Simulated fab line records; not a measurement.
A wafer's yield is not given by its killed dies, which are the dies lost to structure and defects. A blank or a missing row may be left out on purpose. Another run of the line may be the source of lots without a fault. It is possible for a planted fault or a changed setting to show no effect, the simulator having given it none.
Matching of chambers | flow sky130 | cmp-02 running SKY_VIA2_CMP_02: 4 sister chambers
The step polishes SiO2. 8 wafers are shown with their chamber, then 12 later ones without.

== WAFERS WITH THEIR CHAMBER ==
wafer  | chamber | motor_current_A (A) | slurry_filter_dp_kPa (kPa)
L081.2 | 3       | 11.4                | 13.53
L082.6 | 3       | 12.1                | 13.53
L086.1 | 2       | 11.9                | 13.68
L087.5 | 1       | 15.5                | 13.52
L087.6 | 2       | 11.1                | 13.47
L090.1 | 1       | 15.5                | 13.45
L090.2 | 0       | 11.7                | 13.48
L090.6 | 0       | 11.2                | 13.59

== WAFERS MISSING THEIR CHAMBER ==
wafer  | motor_current_A (A) | slurry_filter_dp_kPa (kPa)
L091.1 | 14.9                | 13.63
L091.5 | 11.3                | 13.50
L091.6 | 11.8                | 13.32
L093.3 | 10.8                | 13.45
L093.4 | 11.8                | 13.44
L093.6 | 11.2                | 13.69
L094.2 | 11.3                | 13.29
L094.3 | 12.0                | 13.42
L094.5 | 11.8                | 13.47
L097.1 | 11.6                | 13.52
L097.2 | 12.3                | 13.72
L097.4 | 11.2                | 13.27

== CHAMBER TAKEN BY EACH ==
wafer  | from the rows above          | in truth
L091.1 | 1                            | 1
L091.5 | can't be placed: 0 or 2 or 3 | 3
L091.6 | can't be placed: 3 or 0 or 2 | 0
L093.3 | can't be placed: 0 or 2 or 3 | 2
L093.4 | can't be placed: 3 or 0 or 2 | 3
L093.6 | can't be placed: 2 or 0 or 3 | 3
L094.2 | can't be placed: 0 or 3 or 2 | 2
L094.3 | can't be placed: 3 or 0 or 2 | 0
L094.5 | can't be placed: 3 or 0 or 2 | 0
L097.1 | can't be placed: 3 or 0 or 2 | 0
L097.2 | can't be placed: 2 or 3 or 0 | 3
L097.4 | can't be placed: 0 or 3 or 2 | 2
1 of 12 placed correctly. From these rows, 11 cannot be placed; in 11 the true chamber is one of the candidates. Number placed wrongly: 0.
How it was worked out, from the rows above alone: a wafer's distance from a chamber is the root of the sum, over the readings, of the square of ((its reading less the chamber's mean) divided by the reading's scatter). The wafer belongs to the nearest chamber; if the next one is less than 2 further off, it can't be placed. A chamber's mean is the mean of its shown wafers. The scatter: the root of (the sum of the squares of (reading less its chamber's mean) over the shown wafers, divided by (wafers less chambers)).
